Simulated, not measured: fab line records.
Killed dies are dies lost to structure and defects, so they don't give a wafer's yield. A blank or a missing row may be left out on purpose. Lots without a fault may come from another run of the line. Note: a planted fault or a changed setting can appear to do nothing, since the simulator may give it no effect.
A single fault, viewed from 2 desks + flow gf180mcu + each desk holds nothing but its own numbers, with what lay behind them at the end

FOR THE TOOL OWNER'S DESK: furnace-02
The tool's own readings at GF_DUAL_GATE_OXIDATION_15 (stabilise 600 s, purge 300 s, target thk 7.098 nm): means of the sampled wafers that have a number, for each lot that ran on this tool. If a lot's mean is further than 4 standard deviations from the usual mean, the lot is out of limits and carries the mark OUT (the distance appears in the brackets).
Columns: A = spikeTcCentreC at GF_DUAL_GATE_OXIDATION_15, usual 852.2 C; B = spikeTcLowerC at GF_DUAL_GATE_OXIDATION_15, usual 850.3 C; C = spikeTcTopC at GF_DUAL_GATE_OXIDATION_15, usual 862.9 C; D = spikeTcUpperC at GF_DUAL_GATE_OXIDATION_15, usual 849.4 C; E = tubeCenterTempC at GF_DUAL_GATE_OXIDATION_15, usual 849.99 C; F = tube_center_temp_C_max at GF_DUAL_GATE_OXIDATION_15, usual 852.2
| lot  | first seen here | A                | B     | C     | D                | E                | F               |
|------|-----------------|------------------|-------|-------|------------------|------------------|-----------------|
| L965 | day 11 08:50    | 852.3            | 849.3 | 863.4 | 849.7            | 849.93           | 852.1           |
| L967 | day 11 18:44    | 851.7            | 849.0 | 862.9 | 849.7            | 849.96           | 852.2           |
| L973 | day 13 12:05    | 857.0 (+5.0) OUT | 854.8 | 866.6 | 855.0 (+4.7) OUT | 854.79 (+55) OUT | 857.0 (+13) OUT |
| L976 | day 14 13:49    | 856.7 (+4.7) OUT | 854.3 | 866.7 | 853.3            | 854.83 (+56) OUT | 856.9 (+13) OUT |
This desk finds L973, L976 out of limits, L973 being first, at day 13 12:05 (spikeTcCentreC at GF_DUAL_GATE_OXIDATION_15). Within limits: L965, L967.

THE METROLOGY DESK
Lot by lot, what the gauges showed, no matter which tool ran the lot: averages of those sampled wafers that carry a number. If a lot's mean is further than 4 standard deviations from the usual mean, the lot is out of limits and carries the mark OUT (the distance appears in the brackets).
Columns: A = DUAL_GATE_OXIDATION_00_THK at GF_DUAL_GATE_THK_MEAS_03, usual 10.91 nm; B = DUAL_GATE_OVL at GF_DUAL_GATE_OVL_MEAS_11, usual -0.6 nm
| lot  | first seen here | A     | B    |
|------|-----------------|-------|------|
| L958 | day 8 14:47     | 11.07 | 0.4  |
| L961 | day 9 08:39     | 10.98 | -2.6 |
| L965 | day 10 14:22    | 10.94 | -0.8 |
| L967 | day 10 23:01    | 10.80 | -0.4 |
| L973 | day 12 14:07    | 10.79 | -2.1 |
| L976 | day 13 16:13    | 11.02 | -1.5 |
This desk's verdict: no lot among the 6 shows anything out of limits.

ALL TOGETHER
The tool owner's desk had the chance to raise an alarm at day 13 12:05 on L973, L976.
Nothing out of limits was seen by the metrology desk.
The metrology desk holds a record of L973, L976, inside its limits.
Of the lots named, all ran GF_DUAL_GATE_OXIDATION_15 on furnace-02.

WHAT THE SIMULATOR PUT IN
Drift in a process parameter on furnace-02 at GF_DUAL_GATE_OXIDATION_15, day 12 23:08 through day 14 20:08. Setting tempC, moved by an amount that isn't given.
Lots struck among those shown: L973, L976.
Time in hours from fault onset to the first out-of-limits reading at each desk: the tool owner's desk, 13.
